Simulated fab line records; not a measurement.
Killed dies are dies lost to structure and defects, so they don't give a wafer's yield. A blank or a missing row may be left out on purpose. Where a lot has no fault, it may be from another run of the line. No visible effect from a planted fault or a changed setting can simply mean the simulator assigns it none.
Which tool is to blame? || flow gf180mcu || Sampling: 15 lots, 45 wafers, 3 of 602 route steps

== WHAT THE GAUGES READ, wafer by wafer ==
GF_V3_CD_MEAS_14: the cd target is 260 nm. Usual: cd_nm 260.2 nm, standard deviation 1.3.
{"lot": "L503", "measured": "day 22 01:47", "on": "cd_sem-02", "cd_nm (nm)": "258.7 258.8 259.7", "flag": ""}
{"lot": "L504", "measured": "day 22 17:28", "on": "cd_sem-01", "cd_nm (nm)": "258.9 259.3 258.7", "flag": ""}
{"lot": "L505", "measured": "day 23 02:58", "on": "cd_sem-01", "cd_nm (nm)": "258.5 260.6 259.5", "flag": ""}
{"lot": "L507", "measured": "day 23 22:44", "on": "cd_sem-01", "cd_nm (nm)": "263.1 262.2 262.9", "flag": ""}
{"lot": "L510", "measured": "day 25 05:32", "on": "cd_sem-02", "cd_nm (nm)": "260.3 260.4 260.9", "flag": ""}
{"lot": "L512", "measured": "day 25 10:30", "on": "cd_sem-01", "cd_nm (nm)": "260.2 261.7 260.2", "flag": ""}
{"lot": "L513", "measured": "day 26 01:08", "on": "cd_sem-01", "cd_nm (nm)": "260.3 260.0 260.0", "flag": ""}
{"lot": "L522", "measured": "day 28 14:29", "on": "cd_sem-01", "cd_nm (nm)": "260.2 261.0 260.1", "flag": ""}
{"lot": "L523", "measured": "day 28 19:41", "on": "cd_sem-02", "cd_nm (nm)": "261.4 261.9 261.6", "flag": ""}
{"lot": "L524", "measured": "day 29 04:23", "on": "cd_sem-01", "cd_nm (nm)": "259.1 259.9 261.0", "flag": ""}
{"lot": "L525", "measured": "day 29 12:51", "on": "cd_sem-02", "cd_nm (nm)": "261.8 260.7 260.5", "flag": ""}
{"lot": "L526", "measured": "day 29 18:18", "on": "cd_sem-02", "cd_nm (nm)": "259.8 259.0 260.3", "flag": ""}

== TOOL THAT RAN EACH LOT (tool first, then ch and the chambers of the sampled wafers, then the start) ==
{"lot": "L503", "GF_HV_LDD_EXPOSE_04": "iline_stepper-02 ch 0, day 9 09:36", "GF_M2_METAL_ETCH_16": "rie_metal-01 ch 0,1, day 18 21:48"}
{"lot": "L504", "GF_HV_LDD_EXPOSE_04": "iline_stepper-02 ch 0, day 9 22:39", "GF_M2_METAL_ETCH_16": "rie_metal-01 ch 0,1, day 19 13:23"}
{"lot": "L505", "GF_HV_LDD_EXPOSE_04": "iline_stepper-01 ch 0, day 10 06:01", "GF_M2_METAL_ETCH_16": "rie_metal-02 ch 1, day 19 23:08"}
{"lot": "L507", "GF_HV_LDD_EXPOSE_04": "iline_stepper-02 ch 0, day 10 20:58", "GF_M2_METAL_ETCH_16": "rie_metal-01 ch 0,1, day 20 19:08"}
{"lot": "L510", "GF_HV_LDD_EXPOSE_04": "iline_stepper-02 ch 0, day 11 21:14", "GF_M2_METAL_ETCH_16": "rie_metal-02 ch 0,1, day 22 03:41"}
{"lot": "L512", "GF_HV_LDD_EXPOSE_04": "iline_stepper-01 ch 0, day 12 06:06", "GF_M2_METAL_ETCH_16": "rie_metal-02 ch 0,1, day 22 11:05"}
{"lot": "L513", "GF_HV_LDD_EXPOSE_04": "iline_stepper-02 ch 0, day 12 16:45", "GF_M2_METAL_ETCH_16": "rie_metal-02 ch 0, day 23 01:14"}
{"lot": "L514", "GF_HV_LDD_EXPOSE_04": "iline_stepper-01, day 12 23:44", "GF_M2_METAL_ETCH_16": "-"}
{"lot": "L515", "GF_HV_LDD_EXPOSE_04": "iline_stepper-01, day 13 03:23", "GF_M2_METAL_ETCH_16": "-"}
{"lot": "L516", "GF_HV_LDD_EXPOSE_04": "iline_stepper-01, day 13 15:08", "GF_M2_METAL_ETCH_16": "-"}
{"lot": "L522", "GF_HV_LDD_EXPOSE_04": "iline_stepper-02 ch 0, day 15 13:09", "GF_M2_METAL_ETCH_16": "rie_metal-01 ch 0,1, day 25 22:01"}
{"lot": "L523", "GF_HV_LDD_EXPOSE_04": "iline_stepper-01 ch 0, day 15 13:24", "GF_M2_METAL_ETCH_16": "rie_metal-01 ch 0,1, day 26 03:02"}
{"lot": "L524", "GF_HV_LDD_EXPOSE_04": "iline_stepper-02 ch 0, day 15 23:00", "GF_M2_METAL_ETCH_16": "rie_metal-04 ch 0, day 26 13:16"}
{"lot": "L525", "GF_HV_LDD_EXPOSE_04": "iline_stepper-01 ch 0, day 16 07:56", "GF_M2_METAL_ETCH_16": "rie_metal-02 ch 0,1, day 26 21:32"}
{"lot": "L526", "GF_HV_LDD_EXPOSE_04": "iline_stepper-02 ch 0, day 16 15:19", "GF_M2_METAL_ETCH_16": "rie_metal-02 ch 0,1, day 27 04:03"}
- GF_HV_LDD_EXPOSE_04: exposes mask Nplus LV AREA, target cd 400 nm.
- GF_M2_METAL_ETCH_16: etches the open film in Cl2/BCl3, stops on SiO2, target depth 627.5 nm, time 104.6 s.

== WHAT THE TOOLS THEMSELVES READ (means of the sampled wafers that have a number; where no wafer has one, the mark that the record gives instead) ==
GF_HV_LDD_EXPOSE_04. Usual: exposure_dose_mJ_cm2 139.97, standard deviation 0.15; focus_offset_nm 0.0 nm, standard deviation 0.54; reticle_temp_C 23.00 C, standard deviation 0.1.
{"lot": "L503", "tool": "iline_stepper-02", "exposure_dose_mJ_cm2": 139.85, "focus_offset_nm (nm)": 0.3, "reticle_temp_C (C)": 22.95, "flag": ""}
{"lot": "L504", "tool": "iline_stepper-02", "exposure_dose_mJ_cm2": 139.92, "focus_offset_nm (nm)": 0.5, "reticle_temp_C (C)": 22.94, "flag": ""}
{"lot": "L505", "tool": "iline_stepper-01", "exposure_dose_mJ_cm2": 140.06, "focus_offset_nm (nm)": -1.0, "reticle_temp_C (C)": 22.89, "flag": ""}
{"lot": "L507", "tool": "iline_stepper-02", "exposure_dose_mJ_cm2": 139.80, "focus_offset_nm (nm)": 0.6, "reticle_temp_C (C)": 23.06, "flag": ""}
{"lot": "L510", "tool": "iline_stepper-02", "exposure_dose_mJ_cm2": 140.06, "focus_offset_nm (nm)": -0.5, "reticle_temp_C (C)": 22.96, "flag": ""}
{"lot": "L512", "tool": "iline_stepper-01", "exposure_dose_mJ_cm2": 139.87, "focus_offset_nm (nm)": 0.3, "reticle_temp_C (C)": 23.13, "flag": ""}
{"lot": "L513", "tool": "iline_stepper-02", "exposure_dose_mJ_cm2": 139.99, "focus_offset_nm (nm)": -0.0, "reticle_temp_C (C)": 23.12, "flag": ""}
{"lot": "L514", "tool": "iline_stepper-01", "exposure_dose_mJ_cm2": "-", "focus_offset_nm (nm)": "-", "reticle_temp_C (C)": "-", "flag": "OFF"}
{"lot": "L515", "tool": "iline_stepper-01", "exposure_dose_mJ_cm2": "-", "focus_offset_nm (nm)": "-", "reticle_temp_C (C)": "-", "flag": "OFF"}
{"lot": "L516", "tool": "iline_stepper-01", "exposure_dose_mJ_cm2": "-", "focus_offset_nm (nm)": "-", "reticle_temp_C (C)": "-", "flag": "OFF"}
{"lot": "L522", "tool": "iline_stepper-02", "exposure_dose_mJ_cm2": 139.99, "focus_offset_nm (nm)": -0.2, "reticle_temp_C (C)": 22.93, "flag": ""}
{"lot": "L523", "tool": "iline_stepper-01", "exposure_dose_mJ_cm2": 139.88, "focus_offset_nm (nm)": -0.9, "reticle_temp_C (C)": 23.09, "flag": ""}
{"lot": "L524", "tool": "iline_stepper-02", "exposure_dose_mJ_cm2": 140.22, "focus_offset_nm (nm)": 0.0, "reticle_temp_C (C)": 22.89, "flag": ""}
{"lot": "L525", "tool": "iline_stepper-01", "exposure_dose_mJ_cm2": 139.82, "focus_offset_nm (nm)": 0.4, "reticle_temp_C (C)": 23.03, "flag": ""}
{"lot": "L526", "tool": "iline_stepper-02", "exposure_dose_mJ_cm2": 140.03, "focus_offset_nm (nm)": 0.2, "reticle_temp_C (C)": 23.07, "flag": ""}

GF_M2_METAL_ETCH_16. Usual: drypump_motor_current_A 5.6 A, standard deviation 0.31; oes_product_au 0.971 a.u., standard deviation 0.0064; throttle_valve_pct 28.250 %, standard deviation 0.011.
{"lot": "L503", "tool": "rie_metal-01", "drypump_motor_current_A (A)": 5.8, "oes_product_au (a.u.)": 0.974, "throttle_valve_pct (%)": 28.237, "flag": ""}
{"lot": "L504", "tool": "rie_metal-01", "drypump_motor_current_A (A)": 5.7, "oes_product_au (a.u.)": 0.972, "throttle_valve_pct (%)": 28.250, "flag": ""}
{"lot": "L505", "tool": "rie_metal-02", "drypump_motor_current_A (A)": 5.4, "oes_product_au (a.u.)": 0.974, "throttle_valve_pct (%)": 28.236, "flag": ""}
{"lot": "L507", "tool": "rie_metal-01", "drypump_motor_current_A (A)": 5.7, "oes_product_au (a.u.)": 0.973, "throttle_valve_pct (%)": 28.254, "flag": ""}
{"lot": "L510", "tool": "rie_metal-02", "drypump_motor_current_A (A)": 5.9, "oes_product_au (a.u.)": 0.976, "throttle_valve_pct (%)": 28.254, "flag": ""}
{"lot": "L512", "tool": "rie_metal-02", "drypump_motor_current_A (A)": 5.9, "oes_product_au (a.u.)": 0.973, "throttle_valve_pct (%)": 28.250, "flag": ""}
{"lot": "L513", "tool": "rie_metal-02", "drypump_motor_current_A (A)": 6.1, "oes_product_au (a.u.)": 0.970, "throttle_valve_pct (%)": 28.246, "flag": ""}
{"lot": "L522", "tool": "rie_metal-01", "drypump_motor_current_A (A)": 5.8, "oes_product_au (a.u.)": 0.970, "throttle_valve_pct (%)": 28.260, "flag": ""}
{"lot": "L523", "tool": "rie_metal-01", "drypump_motor_current_A (A)": 5.7, "oes_product_au (a.u.)": 0.971, "throttle_valve_pct (%)": 28.246, "flag": ""}
{"lot": "L524", "tool": "rie_metal-04", "drypump_motor_current_A (A)": 5.4, "oes_product_au (a.u.)": 0.965, "throttle_valve_pct (%)": 28.261, "flag": ""}
{"lot": "L525", "tool": "rie_metal-02", "drypump_motor_current_A (A)": 5.9, "oes_product_au (a.u.)": 0.958, "throttle_valve_pct (%)": 28.258, "flag": ""}
{"lot": "L526", "tool": "rie_metal-02", "drypump_motor_current_A (A)": 5.9, "oes_product_au (a.u.)": 0.977, "throttle_valve_pct (%)": 28.241, "flag": ""}

== THE ANSWER, worked out from the rows above alone ==
Rule: lot off if the mean of its wafers having a number is beyond 3 standard deviations from the usual mean. Also off: a lot with no number at a reading for which 4 or more lots have one. Where the step has rows for the other lots, those lots are counted as sound. First the gauges in route order, then the tools' own readings, where a lot's mean is used as printed above. At the first step where some lot is off, the reading lying furthest off is the one used; lots without a number count as furthest.
Off, at GF_HV_LDD_EXPOSE_04 on exposure_dose_mJ_cm2: L514, L515, L516. Without a number there: L514, L515, L516.
If a tool, at that step or one of the process steps before it, ran each lot that is off and ran no sound lot following the first of them, it fits. No candidate that was tried fits.

== WHAT THE SIMULATOR HAD INSERTED ==
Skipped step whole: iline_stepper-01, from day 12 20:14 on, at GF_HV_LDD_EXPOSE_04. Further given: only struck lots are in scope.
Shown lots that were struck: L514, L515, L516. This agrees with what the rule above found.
